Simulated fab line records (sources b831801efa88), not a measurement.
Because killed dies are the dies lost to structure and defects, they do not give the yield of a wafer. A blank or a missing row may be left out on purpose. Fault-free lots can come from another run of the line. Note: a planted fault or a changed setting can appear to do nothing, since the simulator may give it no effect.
Problem report, 8D (eight disciplines) form, completed by code || flow gf180mcu || the parts of the form that need people (team, actions taken, sign-off) are left out

## 1. THE PROBLEM
tilt-deg at GF_NSD_IMPLANT_09 reads a mean of 5.903 degrees on 6 wafers of 2 lots; wafers without a fault read 7.000 degrees with a standard deviation of 0.02. That is -55 standard deviations from the usual mean.
First seen on wafer L887.2, day 14 21:53, on implanter-04. Wafers with a number at this step in the record: 36, from 12 lots. Rule for "out", or "out of limits": more than 4 standard deviations from the usual mean. All remaining wafers that have a number are taken as sound.

## 2. WHAT IT IS; WHAT IT IS NOT
{"question": "which readings at this step", "is": "tilt-deg", "is not": "-"}
{"question": "which lots", "is": "L887, L888", "is not": "L884, L885, L890, L896, L898, L900, L901, L902, L903, L904"}
{"question": "which wafers of those lots", "is": "all that have a number", "is not": "-"}
{"question": "read on which tools", "is": "implanter-04", "is not": "implanter-02, implanter-03"}
{"question": "when", "is": "from day 14 21:53", "is not": "up to then (6 sound wafers); but 24 sound wafers of L890, L896, L898, L900, L901, L902, L903, L904 came after"}

## 3. WHAT RULES OUT EACH SUSPECT
Counting: a tool at a process step up to the reading stays a suspect if it ran every lot that is out and no sound lot after the first of them.
- implanter-04 at GF_NSD_IMPLANT_09: ruled out as a lasting fault. Following L887 (day 14 21:53), the first lot on it that is out, the sound lots L900, L903, L904 were run on it.
Left after counting: nothing in the record.

## 4. THE CAUSE (what the simulator had put in)
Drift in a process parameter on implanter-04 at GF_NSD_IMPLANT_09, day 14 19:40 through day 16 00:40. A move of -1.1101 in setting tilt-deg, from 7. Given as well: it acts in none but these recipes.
Counting ruled it out, wrongly.

## 5. THE EFFECT CHAIN, in route order
One row per reading whose mean, taken over the struck wafers that have a number, lies over 3 standard deviations from the usual. Readings are gone through only where the record gives a usual standard deviation; hours: the median, over the lots, of the time from a lot's start at the first step in this table giving one to that lot's start at this step; sigmas: the change measured in usual standard deviations.
{"hours": 0, "step": "GF_NSD_IMPLANT_09", "reading": "tilt-deg", "usual": "7.000 degrees", "on struck wafers": 5.903, "change": -1.097, "sigmas": -55}
Process steps it contains:
- GF_NSD_IMPLANT_09
Readings that are blank on the struck wafers while sound wafers have them: NSD_RS at GF_PSD_RS_MEAS_14.

## 6. HOW IT WOULD HAVE BEEN CAUGHT EARLIER
In this record the first reading out of limits was taken at day 14 21:53, 2 hours after the fault began at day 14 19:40.
